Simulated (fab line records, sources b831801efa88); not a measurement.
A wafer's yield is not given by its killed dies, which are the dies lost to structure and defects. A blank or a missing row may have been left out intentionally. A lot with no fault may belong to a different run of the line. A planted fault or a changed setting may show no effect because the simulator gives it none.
A lot that was struck, set against a sound lot + flow sfq_line + 42 out of 325 route steps
Sound: wafers L243.3, L243.4, L243.5. Wafers struck: L234.1, L234.2, L234.3. At the end, the cause is stated.
Order at every step that has rows: each side's tool, ch and its chambers, its first start. Under that, the readings that differ: sound wafers + struck wafers + difference of the means + sigmas: that difference in standard deviations of wafers without a fault.
alike: a reading whose means differ by less than 2 such deviations, as well as words and numbers matching on both sides. not compared: withheld readings; readings where some wafer has no value; bounds like >300 that might hide an equal value; numbers whose values overlap and for which the record gives no deviation.
Wherever a step has rows on one side only, a row that says differs or no value, or a row with sigmas, the two part there. Numbers that have no deviation but don't overlap get no sigmas and don't part them. A reading missing from all wafers of one side parts the sides only when that side holds two or more wafers.

first, 6 steps without rows for these wafers: SFQ_TRILAYER_M1_LITHO_COAT_044 (resist thk 62 nm); SFQ_TRILAYER_M1_LITHO_COAT_039 (resist thk 600 nm); SFQ_TRILAYER_M1_LITHO_SOFTBAKE_043; SFQ_TRILAYER_M1_LITHO_EXPOSE_040 (exposes mask M1, target cd 500 nm); SFQ_TRILAYER_M1_LITHO_PEB_042 (peb time 60 s); SFQ_TRILAYER_M1_LITHO_DEVELOP_041 (time 60 s).
SFQ_M1_OVL_MEAS_911:
  sound: overlay-01 at day 19 00:37; struck: overlay-02 at day 18 01:28
  alike: M1_OVL
SFQ_TRILAYER_M1_BARC_OPEN_METAL_ETCH_054: etches BARC in O2, target depth 125 nm, time 41.7 s.
  sound on rie_metal-01 ch 0,1, day 19 00:40; struck on rie_metal-02 ch 0,1, day 18 01:30
  alike: drypump_motor_current_A, oes_product_au
  not compared: rf_hours_counter_h
then, 4 steps without rows for these wafers: SFQ_TRILAYER_M1_ETCH_METAL_ETCH_042 (etches Nb in Cl2/Ar, stops on SiO2, target depth 240 nm, time 120 s); SFQ_TRILAYER_M1_STRIP_STRIP_043 (strips in O2); SFQ_TRILAYER_M1_STRIP_SOLV_CLEAN_044 (cleans in NMP, time 600 s); SFQ_TRILAYER_I1_DEP_PECVD_045 (deposits SiO2 from SiH4/N2O, time 111.11 s, target thk 500 nm).
SFQ_TRILAYER_I1_CMP_CMP_046: polishes SiO2.
  sound on cmp-01 ch 1,2,3, day 19 03:38; struck on cmp-02 ch 0,1,2, day 18 02:32
  no value came back on the struck wafers for any of 5 readings (edge_zone_pressure_frac, head_pressure_psi (psi) and others); on the sound wafers edge_zone_pressure_frac reads 1.001 0.997 1.002
| reading                                             | sound           | struck            | difference | sigmas |
|-----------------------------------------------------|-----------------|-------------------|------------|--------|
| model.SiO2_of_TRILAYER_I1_DEP_PECVD_045.thk_nm (nm) | 200 198.2 199.5 | 503.9 498.1 499.9 | +301.4     |        |
SFQ_I1_BOW_MEAS_912:
  sound: film_metro-01 at day 19 06:11; struck: film_metro-04 at day 18 05:32
  alike: I1_BOW
SFQ_TRILAYER_I1_METRO_MEASURE_047:
  sound: film_metro-01 at day 19 06:40; struck: film_metro-04 at day 18 05:40
| reading     | sound             | struck            | difference | sigmas      |
|-------------|-------------------|-------------------|------------|-------------|
| thk_nm (nm) | 200.0 198.4 199.4 | 503.6 497.8 499.9 | +301.2     | +99 or more |
then, 6 steps without rows for these wafers: SFQ_TRILAYER_I1_VIA_LITHO_COAT_054 (resist thk 62 nm); SFQ_TRILAYER_I1_VIA_LITHO_COAT_049 (resist thk 650 nm); SFQ_TRILAYER_I1_VIA_LITHO_SOFTBAKE_053; SFQ_TRILAYER_I1_VIA_LITHO_EXPOSE_050 (exposes mask I1, target cd 500 nm); SFQ_TRILAYER_I1_VIA_LITHO_PEB_052 (peb time 60 s); SFQ_TRILAYER_I1_VIA_LITHO_DEVELOP_051 (time 60 s).
-- the record jumps here: 7 days lie between the struck wafers' starts before and after --
SFQ_I1_OVL_MEAS_913:
  sound: overlay-02 at day 26 00:56; struck: overlay-01 at day 24 19:39
  alike: I1_OVL
SFQ_TRILAYER_I1_VIA_BARC_OPEN_VIA_ETCH_071: etches BARC in O2, target depth 125 nm, time 41.7 s.
  sound on rie_diel-03 ch 0,2,3, day 26 00:57; struck on rie_diel-01 ch 0,1,3, day 24 19:41
  alike: drypump_motor_current_A, oes_product_au
  not compared: rf_hours_counter_h
SFQ_TRILAYER_I1_VIA_ETCH_VIA_ETCH_052: etches SiO2 in CHF3, stops on Nb, target depth 260 nm.
  sound on rie_diel-03 ch 0,2,3, day 26 00:59; struck on rie_diel-01 ch 0,1,3, day 24 19:43
| reading                        | sound             | struck            | difference | sigmas      |
|--------------------------------|-------------------|-------------------|------------|-------------|
| oes_product_au (a.u.)          | 0.849 0.850 0.848 | 1.602 1.625 1.628 | +0.769     | +99 or more |
| model.etch.depth_nm (nm)       | 200 198.2 199.5   | 255.7 260.7 258.7 | +59.1      |             |
| model.I1.feature_depth_nm (nm) | 200 198.2 199.5   | 255.7 260.7 258.7 | +59.1      |             |
  alike: drypump_motor_current_A
then, 2 steps without rows for these wafers: SFQ_TRILAYER_I1_VIA_STRIP_STRIP_053 (strips in O2); SFQ_TRILAYER_I1_VIA_STRIP_SOLV_CLEAN_054 (cleans in NMP, time 600 s).
SFQ_TRILAYER_M2_DEP_PRE_CLEAN_056: time 22.5 s.
  sound: pvd_sputter-03 at day 26 01:53; struck: pvd_sputter-05 at day 24 20:37
| reading                                             | sound           | struck            | difference | sigmas |
|-----------------------------------------------------|-----------------|-------------------|------------|--------|
| model.SiO2_of_TRILAYER_I1_DEP_PECVD_045.thk_nm (nm) | 192.5 190.7 192 | 496.4 490.6 492.4 | +301.4     |        |
SFQ_TRILAYER_M2_DEP_SPUTTER_055: material Nb, target thk 200 nm, time 133.3 s.
  sound: pvd_sputter-03 at day 26 01:55; struck: pvd_sputter-05 at day 24 20:38
  alike: cathode_dc_power_W, throttle_valve_pct
SFQ_M2_RS_MEAS_914: measures by four-point-probe.
  sound: film_metro-04 at day 26 02:02; struck: film_metro-03 at day 24 20:44
  alike: M2_NB_RS
then, 6 steps without rows for these wafers: SFQ_TRILAYER_M2_LITHO_COAT_062 (resist thk 62 nm); SFQ_TRILAYER_M2_LITHO_COAT_057 (resist thk 600 nm); SFQ_TRILAYER_M2_LITHO_SOFTBAKE_061; SFQ_TRILAYER_M2_LITHO_EXPOSE_058 (exposes mask M2, target cd 500 nm); SFQ_TRILAYER_M2_LITHO_PEB_060 (peb time 60 s); SFQ_TRILAYER_M2_LITHO_DEVELOP_059 (time 60 s).
-- the record jumps here: 6 days lie between the struck wafers' starts before and after --
SFQ_M2_OVL_MEAS_916:
  sound: overlay-02 at day 31 19:17; struck: overlay-01 at day 30 14:37
  alike: M2_OVL
SFQ_TRILAYER_M2_BARC_OPEN_METAL_ETCH_077: etches BARC in O2, target depth 125 nm, time 41.7 s.
  sound on rie_metal-03 ch 0,1, day 31 19:19; struck on rie_metal-04 ch 0,1, day 30 14:40
  alike: drypump_motor_current_A, oes_product_au
  not compared: rf_hours_counter_h
SFQ_TRILAYER_M2_ETCH_METAL_ETCH_060: etches Nb in Cl2/Ar, stops on SiO2, target depth 240 nm, time 120 s.
  sound on rie_metal-03 ch 0,1, day 31 19:24; struck on rie_metal-04 ch 0,1, day 30 14:43
  alike: drypump_motor_current_A, oes_product_au
  not compared: rf_hours_counter_h
then, 3 steps without rows for these wafers: SFQ_TRILAYER_M2_STRIP_STRIP_061 (strips in O2); SFQ_TRILAYER_M2_STRIP_SOLV_CLEAN_062 (cleans in NMP, time 600 s); SFQ_TRILAYER_I2_DEP_PECVD_063 (deposits SiO2 from SiH4/N2O, time 111.11 s, target thk 500 nm).
-- the record jumps here: 40 days lie between the struck wafers' starts before and after --
SFQ_M8_BOW_MEAS_951:
  sound: film_metro-02 at day 75 21:40; struck: film_metro-02 at day 70 20:44
| reading                 | sound            | struck            | difference | sigmas |
|-------------------------|------------------|-------------------|------------|--------|
| model.etest.i1.link_ohm | 1.976 1.978 1.97 | 1e+06 1e+06 1e+06 | +1e+06     |        |
  alike: M8_BOW

## WHERE THEY PART
Last at SFQ_TRILAYER_I1_VIA_ETCH_VIA_ETCH_052 as far as this record goes, first at SFQ_TRILAYER_I1_CMP_CMP_046. Later steps at which nothing parts them and some readings are alike: SFQ_TRILAYER_M2_DEP_SPUTTER_055, SFQ_M2_RS_MEAS_914, SFQ_M2_OVL_MEAS_916, SFQ_TRILAYER_M2_BARC_OPEN_METAL_ETCH_077, SFQ_TRILAYER_M2_ETCH_METAL_ETCH_060, SFQ_M8_BOW_MEAS_951.

WHY: whatever the simulator had introduced
Step skipped in full: cmp-02, at SFQ_TRILAYER_I1_CMP_CMP_046, from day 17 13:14 onward. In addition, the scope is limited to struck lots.
